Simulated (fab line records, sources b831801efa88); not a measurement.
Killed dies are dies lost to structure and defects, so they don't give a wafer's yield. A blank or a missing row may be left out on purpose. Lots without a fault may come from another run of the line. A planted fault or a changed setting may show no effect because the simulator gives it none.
Struck lot and sound lot, side by side    flow sky130    36 steps out of a route of 708
Sound: wafers L568.1, L568.3, L568.6. Struck: wafers L570.1, L570.2, L570.3. The cause comes at the end.
For every step that has rows: the tool of each side, followed by ch and its chambers, followed by its first start. Under that, the readings that differ: sound wafers    struck wafers    difference of the means    sigmas: that difference in standard deviations of wafers without a fault.
alike: words and numbers the same on both sides, and readings whose means are apart by under 2 such deviations; not compared: readings that were withheld, readings missing a value for some wafer, numbers with overlapping values and no deviation given by the record, and bounds like >300 which may hide the same value.
Wherever a step has rows on one side only, a row that says differs or no value, or a row with sigmas, the two part there. When numbers do not overlap yet have no deviation, they are printed without sigmas and do not part them. Lack of a reading on every wafer of one side parts them only where that side has two or more wafers.

first, 10 steps without rows for these wafers: SKY_GATE_OXIDE_HMDS_04 (prime time 60 s); SKY_GATE_OXIDE_COAT_05 (resist thk 1140 nm); SKY_GATE_OXIDE_SOFTBAKE_06 (time 60 s); SKY_GATE_OXIDE_EXPOSE_07 (exposes mask LVOM, target cd 600 nm); SKY_GATE_OXIDE_PEB_08; SKY_GATE_OXIDE_DEVELOP_09 (develop time 60 s); SKY_GATE_OXIDE_IMPLANT_11; SKY_GATE_OXIDE_WET_ETCH_12 (etches SiO2 in dHF, target depth 16.8 nm, time 336 s); SKY_GATE_OXIDE_STRIP_13 (strips in O2/N2); SKY_GATE_OXIDE_CLEAN_15 (cleans in SC1/SC2, time 150 s).
SKY_GATE_OXIDE_OXIDATION_16: stabilise 600 s, purge 300 s, target thk 3.57 nm.
  sound on furnace-01 ch 0, day 15 11:38; struck on furnace-01 ch 0, day 15 17:13
reading                                            sound             struck             difference  sigmas
model.SiO2_of_GATE_OXIDE_OXIDATION_01.thk_nm (nm)  11.7 11.71 11.86  13.33 13.12 13.13  +1.44       
  alike: spike_tc_centre_C
then, 24 steps without rows for these wafers: SKY_POLY_GATE_CVD_00 (deposits poly-Si, target thk 180 nm, time 720 s); SKY_RES_PROTECT_DEHYDRATE_00 (time 60 s); SKY_RES_PROTECT_HMDS_01 (prime time 60 s); SKY_RES_PROTECT_COAT_02 (resist thk 1140 nm); SKY_RES_PROTECT_SOFTBAKE_03 (time 60 s); SKY_RES_PROTECT_EXPOSE_04 (exposes mask RPM, target cd 1270 nm); SKY_RES_PROTECT_PEB_05; SKY_RES_PROTECT_DEVELOP_06 (develop time 60 s); SKY_POLY_GATE_IMPLANT_02; SKY_RES_PROTECT_STRIP_07 (strips in O2/N2); SKY_RES_PROTECT_CLEAN_09 (cleans in SC1/SC2, time 150 s); SKY_POLY_GATE_CVD_03 (deposits Si3N4 from DCS/NH3, target thk 75 nm, time 1290 s); SKY_POLY_GATE_DEHYDRATE_05 (time 60 s); SKY_POLY_GATE_HMDS_06 (prime time 60 s); SKY_POLY_GATE_COAT_07 (resist thk 110 nm); SKY_POLY_GATE_COAT_08 (resist thk 450 nm); SKY_POLY_GATE_SOFTBAKE_09 (time 90 s); SKY_POLY_GATE_EXPOSE_10 (exposes mask P1M, target cd 150 nm); SKY_POLY_GATE_PEB_11; SKY_POLY_GATE_DEVELOP_12 (develop time 60 s); SKY_POLY_GATE_ETCH_15 (etches BARC in N2/H2, stops on SiO2, time 118.5 s, target depth 110 nm); SKY_POLY_GATE_ETCH_16 (etches Si3N4 in CH3F/O2, stops on poly-Si, time 147.5 s, target depth 75 nm); SKY_POLY_GATE_ETCH_17 (etches poly-Si in HBr/Cl2, stops on SiO2, target depth 180 nm, time 70.5 s); SKY_POLY_GATE_STRIP_18 (strips in O2/N2).
-- here the record skips 31 days between the struck wafers' starts before and after, leaving off in module POLY_GATE and picking up in module PAD_OPEN (first step shown: number 708 of the route) --
SKY_PAD_OPEN_PROBE_99:
  struck on prober-02, day 47 04:04; sound on prober-01, day 46 23:05
reading                                 sound                          struck                                                                difference                    sigmas
hold                                    - - -                          await_dispo/5.3h/scrap await_dispo/5.3h/scrap await_dispo/5.3h/scrap  no value on the sound wafers  
model.etest.nfet_16v.r_on_ohm_um        1.408e+04 1.409e+04 1.408e+04  1.489e+04 1.506e+04 1.482e+04                                         +8.400e+02                    
model.etest.pfet_01v8.r_on_ohm_um       2956 2991 3031                 3493 3429 3428                                                        +457                          
model.etest.pfet_16v.r_on_ohm_um        1.538e+04 1.543e+04 1.537e+04  1.581e+04 1.625e+04 1.568e+04                                         +5.200e+02                    
model.etest.tip_sonos.rs_ohm_sq         2665 2635 2671                 2973 2870 2942                                                        +271                          
model.etest.pfet_g5v0d10v5.r_on_ohm_um  4862 4854 4950                 5198 5185 5169                                                        +295                          
model.etest.nfet_01v8.r_on_ohm_um       860.6 846.3 870.2              1120 1117 1122                                                        +261                          
model.etest.tip_p.rs_ohm_sq             6956 6993 6965                 7126 7091 7059                                                        +121                          
model.etest.nfet_01v8_lvt.drive_ua_um   554.8 565 548.7                398.8 399.1 403.1                                                     -155.8                        
  alike: killed_at_M0_to_M3, killed_at_M4_up, killed_at_contacts, killed_at_front_end, killed_at_other, killed_dies, killed_open, killed_short

== WHERE THEY PART ==
At SKY_PAD_OPEN_PROBE_99 and nowhere else, as far as this record goes.

WHY: whatever the simulator had introduced
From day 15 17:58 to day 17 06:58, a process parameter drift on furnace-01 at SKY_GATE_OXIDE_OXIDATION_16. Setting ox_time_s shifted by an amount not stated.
